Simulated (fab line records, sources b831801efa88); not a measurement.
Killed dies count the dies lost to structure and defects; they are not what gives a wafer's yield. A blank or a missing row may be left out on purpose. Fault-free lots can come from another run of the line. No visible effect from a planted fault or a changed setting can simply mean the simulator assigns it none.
fab line records | flow gf180mcu
[record] lots = 13 wafers = 38 last_day = 34
route steps=602 shown HV_LDD@213 V1@340 M2@363
lots that met no fault: taken from a fault-free run of the same line
start_h: the number of hours between the record's first day and the start of the first shown wafer of the lot | wait_h: how many hours have passed since the lot's step before this one | " repeats the value in the row above | L1.1+2: several wafers, shown together as one row | - either no value or no given start | * or withheld: withheld | < > ~ a bound
route shown NAME@n: a module of which the file shows steps, and the number in the route of the first | usual: mean/standard deviation taken from wafers without a fault | same: alike in all rows | chamber/n: place in a boat | sites: the reading at each site | _std_site: standard deviation across them | _edge_site: outer sites' mean less inner sites' | radius_mm: how far each site lies from the wafer's centre | mask NAME#n: copy n | behind: the tool/chamber that last shaped the wafer | hold: why the lot was held/for how many hours/how that ended | device: which transistor (n, p or np) failed to switch | end of line: the tests these same wafers got at the end of their route | for a step that has no rows: nothing shown but its recipe | killed: at the first sort, the dies lost to defects and structure; wafer yield is something else | map: the dies of a wafer, with x for killed, . for not killed, _ for no die there
set.NAME: setting as actually run; set.NAME@STEP: the setting as run at that earlier step | model.NAME: the simulator's own value behind a step, which no gauge read
the route's steps for a sample of lots (tables are steps, rows are wafers)
services: from which hour (start_h, from the record's first day; less than 0 if before it) a tool's chamber was out of use, for how many hours, and why
[[steps]]
[step GF_HV_LDD_STRIP_37]
[recipe] chemistry = O2/N2 power_w = 1400 pressure_mtorr = 1500 platen_temp_c = 250 o2_flow_sccm = 3000 n2_flow_sccm = 300 overash_fraction = 0.5
[usual] drypump_motor_current_A = 5.64/0.27 heater_power_w = 373/72 o2_flow_sccm = 3002/8.7 oes_product_au = 0.716/0.0044 strip_time_to_endpoint_s = 12.63/0.04
// columns lot.wafer tool chamber start_h wait_h drypump_motor_current_A heater_power_w o2_flow_sccm oes_product_au rf_hours_counter_h strip_time_to_endpoint_s
L891.2 plasma_asher-01 0 252.79 0.1 5.92 504 2995 0.719 14 12.66
L891.5 " 0 " " 5.91 488 2999 0.719 - 12.68
L894.1 plasma_asher-02 1 271.89 0.1 5.92 306 3011 0.717 62 12.64
L894.5 " 1 " " 5.93 305 3008 0.712 - 12.61
L894.6 " 0 " " 5.39 335 3012 0.706 - 12.61
L895.2 plasma_asher-01 1 282.89 0.1 5.80 340 2997 0.713 17 12.63
L895.3 " 1 " " 5.78 338 2998 0.715 - 12.61
L895.5 " 0 " " 5.90 492 3017 0.714 - 12.59
L896.2 plasma_asher-03 0 289.74 0.1 5.38 360 2995 0.710 66 12.54
L896.3 " 1 " " 5.23 336 3004 0.716 - 12.58
L896.4 " 0 " " 5.42 354 3005 0.710 - 12.58
L897.2 plasma_asher-01 1 298.89 0.1 5.72 331 3001 0.714 19 12.63
L897.3 " 1 " " 5.73 336 2997 0.726 - 12.65
L897.5 " 1 " " 5.73 335 3015 0.717 - 12.61
L901.2 plasma_asher-01 1 334.94 0.1 5.77 329 2992 0.717 22 12.68
L901.4 " 0 " " 5.91 505 3006 0.717 - 12.65
L901.6 " 0 " " 5.90 507 2992 0.718 - 12.65
L902.1 plasma_asher-03 1 343.59 0.1 5.22 330 3005 0.716 72 12.61
L902.5 " 1 " " 5.22 329 3002 0.717 - 12.59
L902.6 " 0 " " 5.38 361 3002 0.714 - 12.59
L909.2 plasma_asher-01 1 388.90 0.1 5.77 338 2991 0.727 29 12.66
L909.3 " 0 " " 5.91 510 3004 0.713 - 12.68
L909.5 " 0 " " 5.91 499 2997 0.718 - 12.70
L910.3 plasma_asher-03 0 403.13 0.1 5.38 355 3007 0.719 - 12.63
L910.4 " 1 " " 5.22 327 3011 0.710 - 12.65
L910.5 " 0 " " 5.36 358 3002 0.710 - 12.64
L911.3 plasma_asher-02 0 411.63 0.1 5.38 344 2983 0.715 - 12.65
L911.4 " 1 " " 5.97 313 3012 0.713 - 12.66
L911.6 " 1 " " 5.94 311 3015 0.718 - 12.66
L912.2 plasma_asher-01 0 425.90 0.1 5.91 506 3010 0.718 33 12.71
L912.5 " 0 " " 5.91 503 3019 0.713 - 12.65
L912.6 " 1 " " 5.78 327 3009 0.712 - 12.69
L913.2 plasma_asher-03 0 436.94 0.1 5.43 351 2992 0.721 83 12.73
L913.3 " 1 " " 5.21 329 2995 0.717 - 12.68
L913.5 " 1 " " 5.22 329 2985 0.715 - 12.71
L914.1 plasma_asher-02 1 437.35 0.1 5.92 320 2999 0.705 1 12.58
L914.3 " 1 " " 5.96 318 2991 0.711 - 12.59
L914.5 " 0 " " 5.37 336 3010 0.718 - 12.60
[step GF_HV_LDD_IMPLANT_48]
[recipe] species = B energy_kev = 24.65 dose_cm2 = 3e+13 tilt_deg = 7
[usual] dose_ions_cm2 = 3e+13/3.1e+10 faraday_current_uA = 169/3.6
// columns lot.wafer tool chamber start_h wait_h dose_ions_cm2 faraday_current_uA
L891.2 implanter-01 0 272.13 0.0 2.996e+13 165
L891.5 " 0 " " 2.994e+13 165
L894.1 implanter-03 0 291.36 0.0 3.004e+13 172
L894.5 " 0 " " 3.007e+13 170
L894.6 " 0 " " 2.997e+13 168
L895.2 implanter-04 0 303.47 0.0 2.999e+13 170
L895.3 " 0 " " 2.991e+13 172
L895.5 " 0 " " 2.993e+13 169
L896.2 implanter-04 0 310.27 0.0 2.996e+13 171
L896.3 " 0 " " 2.999e+13 166
L896.4 " 0 " " 2.995e+13 169
L897.2 implanter-03 0 319.97 0.0 2.995e+13 175
L897.3 " 0 " " 2.999e+13 165
L897.5 " 0 " " 2.999e+13 170
L901.2 implanter-04 0 355.96 0.0 1.1804e+14 637
L901.4 " 0 " " 1.1804e+14 674
L901.6 " 0 " " 1.1796e+14 671
L902.1 implanter-04 0 364.49 0.0 1.1802e+14 658
L902.5 " 0 " " 1.1805e+14 674
L902.6 " 0 " " 1.1804e+14 674
L909.2 implanter-01 0 411.41 0.0 2.998e+13 166
L909.3 " 0 " " 2.998e+13 161
L909.5 " 0 " " 2.998e+13 166
L910.3 implanter-04 0 426.09 0.1 3.001e+13 167
L910.4 " 0 " " 3.002e+13 172
L910.5 " 0 " " 3e+13 170
L911.3 implanter-01 0 435.39 0.1 3e+13 178
L911.4 " 0 " " 3.001e+13 159
L911.6 " 0 " " 3e+13 168
L912.2 implanter-04 0 449.41 0.0 3.001e+13 175
L912.5 " 0 " " 3e+13 167
L912.6 " 0 " " 3.004e+13 169
L913.2 implanter-04 0 461.01 0.0 3e+13 170
L913.3 " 0 " " 2.999e+13 167
L913.5 " 0 " " 3.001e+13 168
L914.1 implanter-03 0 461.64 0.0 3e+13 166
L914.3 " 0 " " 3.005e+13 167
L914.5 " 0 " " 3.004e+13 164
[step GF_HV_LDD_TW_MEAS_50]
[usual] HV_LDD_4_TW = 567/5.8
// columns lot.wafer tool chamber start_h wait_h HV_LDD_4_TW
L891.2 film_metro-01 - 272.36 0.1 573
L891.5 " - " " 574
L894.1 film_metro-04 - 291.63 0.1 568
L894.5 " - " " 570
L894.6 " - " " 568
L895.2 film_metro-04 - 303.72 0.1 569
L895.3 " - " " 570
L895.5 " - " " 569
L896.2 film_metro-01 - 310.50 0.1 570
L896.3 " - " " 567
L896.4 " - " " 571
L897.2 film_metro-01 - 320.21 0.1 573
L897.3 " - " " 571
L897.5 " - " " 569
L901.2 film_metro-03 - 356.20 0.1 860
L901.4 " - " " 864
L901.6 " - " " 862
L902.1 film_metro-03 - 364.74 0.1 862
L902.5 " - " " 859
L902.6 " - " " 858
L909.2 film_metro-01 - 411.65 0.1 573
L909.3 " - " " 573
L909.5 " - " " 573
L910.3 film_metro-04 - 426.31 0.1 564
L910.4 " - " " 567
L910.5 " - " " 567
L911.3 film_metro-01 - 435.61 0.1 569
L911.4 " - " " 574
L911.6 " - " " 571
L912.2 film_metro-03 - 449.65 0.1 559
L912.5 " - " " 561
L912.6 " - " " 563
L913.2 film_metro-01 - 461.25 0.1 572
L913.3 " - " " 575
L913.5 " - " " 572
L914.1 film_metro-01 - 461.89 0.1 571
L914.3 " - " " 571
L914.5 " - " " 572
[step GF_V1_BOW_MEAS_05]
[recipe] mode = bow
[usual] V1_BOW = 82/7.6
// columns lot.wafer tool chamber start_h wait_h V1_BOW[um]
L891.2 film_metro-03 - 385.52 0.2 64
L891.5 " - " " 71
L894.1 film_metro-04 - 405.17 0.1 80
L894.5 " - " " 93
L894.6 " - " " 79
L895.2 film_metro-04 - 420.29 0.1 76
L895.3 " - " " 85
L895.5 " - " " 92
L896.2 film_metro-04 - 426.68 0.1 86
L896.3 " - " " 80
L896.4 " - " " 83
L897.2 film_metro-02 - 438.38 0.2 77
L897.3 " - " " 82
L897.5 " - " " 71
L901.2 film_metro-04 - 479.12 0.3 88
L901.4 " - " " 81
L901.6 " - " " 88
L902.1 film_metro-04 - 488.40 0.1 78
L902.5 " - " " 78
L902.6 " - " " 89
L909.2 film_metro-02 - 537.19 0.3 82
L909.3 " - " " 89
L909.5 " - " " 84
L910.3 film_metro-04 - 554.84 0.1 94
L910.4 " - " " 96
L910.5 " - " " 80
L911.3 film_metro-03 - 560.97 0.2 75
L911.4 " - " " 75
L911.6 " - " " 77
L912.2 film_metro-04 - 574.93 0.3 81
L912.5 " - " " 75
L912.6 " - " " 85
L913.2 film_metro-03 - 584.74 0.2 87
L913.3 " - " " 80
L913.5 " - " " 87
L914.1 film_metro-04 - 586.32 0.1 88
L914.3 " - " " 87
L914.5 " - " " 91
[step GF_M2_SPUTTER_01]
[recipe] material = TiN target_thk_nm = 30 power_w = 6500 time_s = 25 chamber_pressure_pa = 0.4
[usual] throttle_valve_pct = 30.2/1.1
// columns lot.wafer tool chamber start_h wait_h throttle_valve_pct
L891.2 pvd_sputter-02 - 409.68 0.1 31.0
L891.5 " - " " 30.4
L894.1 pvd_sputter-02 - 430.45 0.1 30.4
L894.5 " - " " 31.1
L894.6 " - " " 30.3
L895.2 pvd_sputter-01 - 444.94 0.1 31.6
L895.3 " - " " 28.6
L895.5 " - " " 30.7
L896.2 pvd_sputter-02 - 452.41 0.1 30.4
L896.3 " - " " 30.9
L896.4 " - " " 30.4
L897.2 pvd_sputter-02 - 464.50 0.1 30.5
L897.3 " - " " 31.1
L897.5 " - " " 30.4
L901.2 pvd_sputter-01 - 504.79 0.1 29.0
L901.4 " - " " 28.4
L901.6 " - " " 29.4
L902.1 pvd_sputter-02 - 513.80 0.1 29.8
L902.5 " - " " 30.6
L902.6 " - " " 31.1
L909.2 pvd_sputter-02 - 561.55 0.1 30.7
L909.3 " - " " 29.5
L909.5 " - " " 30.9
L910.3 pvd_sputter-03 - 578.02 0.1 31.0
L910.4 " - " " 27.6
L910.5 " - " " 30.8
L911.3 pvd_sputter-02 - 583.60 0.1 29.8
L911.4 " - " " 30.5
L911.6 " - " " 30.9
L912.2 pvd_sputter-03 - 597.39 0.1 31.1
L912.5 " - " " 30.7
L912.6 " - " " 31.0
L913.2 pvd_sputter-01 - 607.09 0.1 29.0
L913.3 " - " " 31.4
L913.5 " - " " 31.5
L914.1 pvd_sputter-03 - 608.77 0.1 31.0
L914.3 " - " " 27.7
L914.5 " - " " 31.3
[[services]]
// columns tool chamber start_h hours kind
implanter-03 - 237.34 4.1 repair
plasma_asher-03 - 247.01 2.3 repair
plasma_asher-02 - 255.86 1.9 repair
implanter-03 - 295.07 2.5 repair
plasma_asher-01 - 303.10 2.1 repair
plasma_asher-01 - 308.75 2.6 repair
implanter-03 - 327.27 18.4 pm
implanter-03 - 345.71 5.2 pm
plasma_asher-01 - 346.48 0.9 repair
pvd_sputter-03 - 348.77 5.8 repair
plasma_asher-03 - 355.49 0.7 repair
pvd_sputter-03 - 360.69 3.9 repair
pvd_sputter-03 - 374.84 3.9 repair
pvd_sputter-02 - 381.06 4.0 repair
implanter-03 - 406.37 10.6 repair
plasma_asher-02 - 421.25 9.0 pm
plasma_asher-02 - 423.15 4.3 repair
plasma_asher-03 - 443.78 4.1 repair
implanter-04 - 469.99 0.7 repair
pvd_sputter-01 - 491.32 5.1 repair
implanter-03 - 501.06 4.1 pm
plasma_asher-03 - 520.66 2.8 pm
implanter-04 - 556.95 3.9 pm
implanter-04 - 560.86 2.3 pm
[[key]]
[first_sign] step = GF_HV_LDD_IMPLANT_48 reading = dose_ions_cm2 direction = up sigmas = 99+ usual = 3e+13 struck = 1.1802e+14
[effect] step = GF_HV_LDD_IMPLANT_48 reading = faraday_current_uA direction = up sigmas = 99+ usual = 169 struck = 665
[effect] step = GF_HV_LDD_TW_MEAS_50 reading = HV_LDD_4_TW direction = up sigmas = 51 usual = 567 struck = 861
met_at GF_HV_LDD_IMPLANT_48
struck_lots L901,L902
tester_left_out L901,L902
not_acting_at GF_HV_LDD_STRIP_37,GF_V1_BOW_MEAS_05,GF_M2_SPUTTER_01
onset_between 310.27 355.96
[fault] kind = process_parameter_drift tool = implanter-04 chamber = - onset_h = 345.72 steps = GF_HV_LDD_IMPLANT_48 channel = dose_cm2 offset = 8.8023e+13 shape = step end_h = 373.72 acts_in = these_recipes_only stated = 3e+13
// tester_left_out: of these lots the tester's yield and bins aren't shown, on N5 and GAA mostly nor the transistor test; their killed dies are dies lost to structure and defects alone, not to doping, threshold or leakage, so they don't give the yield
